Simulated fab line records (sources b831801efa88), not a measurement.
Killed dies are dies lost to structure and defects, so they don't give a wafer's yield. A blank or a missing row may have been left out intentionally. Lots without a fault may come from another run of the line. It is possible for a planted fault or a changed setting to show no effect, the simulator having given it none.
One fault through the eyes of 2 desks :: flow sky130 :: every desk sees just its own numbers, and what lay behind them comes last

== THE METROLOGY DESK ==
Means of the sampled wafers that have a number, per lot and without regard to the tool the lot ran on: this is what the gauges read. A lot is out of limits, marked OUT, if its mean lies more than 4 standard deviations from the usual mean; the brackets give that distance.
Columns: A = LDD_HVN_TW at SKY_LDD_HVN_TW_MEAS_10, usual 1433; B = cd-nm at SKY_SD_N_CD_MEAS_07, usual 380.5 nm; C = RES_XHIGH_RS at SKY_SD_N_RS_MEAS_18, usual 333.3 ohm/sq
lot: L358
first seen here: day 20 11:06
A: 1433
B: 376.7
C: 331.5

lot: L360
first seen here: day 21 03:55
A: 1440
B: 379.7
C: 335.0

lot: L361
first seen here: day 21 12:25
A: 1416
B: 379.0
C: 334.0

lot: L362
first seen here: day 21 23:50
A: 1437
B: 381.7
C: 332.6

lot: L363
first seen here: day 22 19:41
A: 1437
B: 378.6
C: 333.5

lot: L365
first seen here: day 23 09:29
A: 1438
B: 382.2
C: 334.3

lot: L366
first seen here: day 23 20:12
A: 1457
B: 379.0
C: 332.3

lot: L367
first seen here: day 24 05:05
A: 1447
B: 383.8
C: 332.7

lot: L368
first seen here: day 24 06:44
A: 1443
B: 375.4
C: 331.2

lot: L370
first seen here: day 25 03:58
A: 1440
B: 383.7
C: 331.9

lot: L378
first seen here: day 27 23:49
A: 1445
B: 382.1
C: 333.2

lot: L379
first seen here: day 28 01:43
A: 1424
B: 384.5
C: 334.5

lot: L381
first seen here: day 28 10:15
A: 1421
B: 381.6
C: 333.4

lot: L380
first seen here: day 28 12:53
A: 1418
B: 384.1
C: 334.6
This desk found nothing out of limits on any of the 14 lots.

== DESK OF THE TOOL OWNER: implanter-04 ==
The tool's own readings at SKY_RES_XHIGH_IMPLANT_07, given as means over the sampled wafers that have a number, one for each lot that went through this tool. A lot is out of limits, marked OUT, if its mean lies more than 4 standard deviations from the usual mean; the brackets give that distance.
Columns: A = beam-energy-keV at SKY_RES_XHIGH_IMPLANT_07, usual 20.001; B = beam-on-s at SKY_RES_XHIGH_IMPLANT_07, usual 36.9 s; C = dose-ions-cm2 at SKY_RES_XHIGH_IMPLANT_07, usual 3.6e+14; D = faraday-current-uA at SKY_RES_XHIGH_IMPLANT_07, usual 550
lot: L360
first seen here: day 27 11:38
A: 20.010
B: 35.7
C: 3.6e+14
D: 568

lot: L366
first seen here: day 30 00:29
A: 20.001
B: 36.0
C: 3.6e+14
D: 564

lot: L367
first seen here: day 30 10:08
A: 20.004
B: 36.5
C: 3.6e+14
D: 555

lot: L368
first seen here: day 30 14:16
A: 21.030 (+99 or more) OUT
B: 33.9
C: 3.6e+14
D: 596

lot: L370
first seen here: day 31 06:25
A: 21.038 (+99 or more) OUT
B: 34.0
C: 3.6e+14
D: 595

lot: L378
first seen here: day 33 21:24
A: 20.003
B: 36.2
C: 3.6e+14
D: 560

lot: L380
first seen here: day 34 08:20
A: 20.000
B: 36.6
C: 3.6e+14
D: 553
This desk finds L368, L370 out of limits, L368 being first, at day 30 14:16 (beam-energy-keV at SKY_RES_XHIGH_IMPLANT_07). In limits: L360, L366, L367, L378, L380.

== BROUGHT TOGETHER ==
On L368, L370, at day 30 14:16, an alarm was possible from the tool owner's desk.
At the metrology desk, nothing out of limits was observed.
The metrology desk has L368, L370 on record, within its limits.
The lots listed all ran SKY_RES_XHIGH_IMPLANT_07 on implanter-04.

== WHAT THE SIMULATOR HAD PUT IN ==
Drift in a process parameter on implanter-04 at SKY_RES_XHIGH_IMPLANT_07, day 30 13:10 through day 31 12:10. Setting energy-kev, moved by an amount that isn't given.
Shown lots that were struck: L368, L370.
Delay in hours, fault start to first out-of-limits reading, by desk: the tool owner's desk at 1.
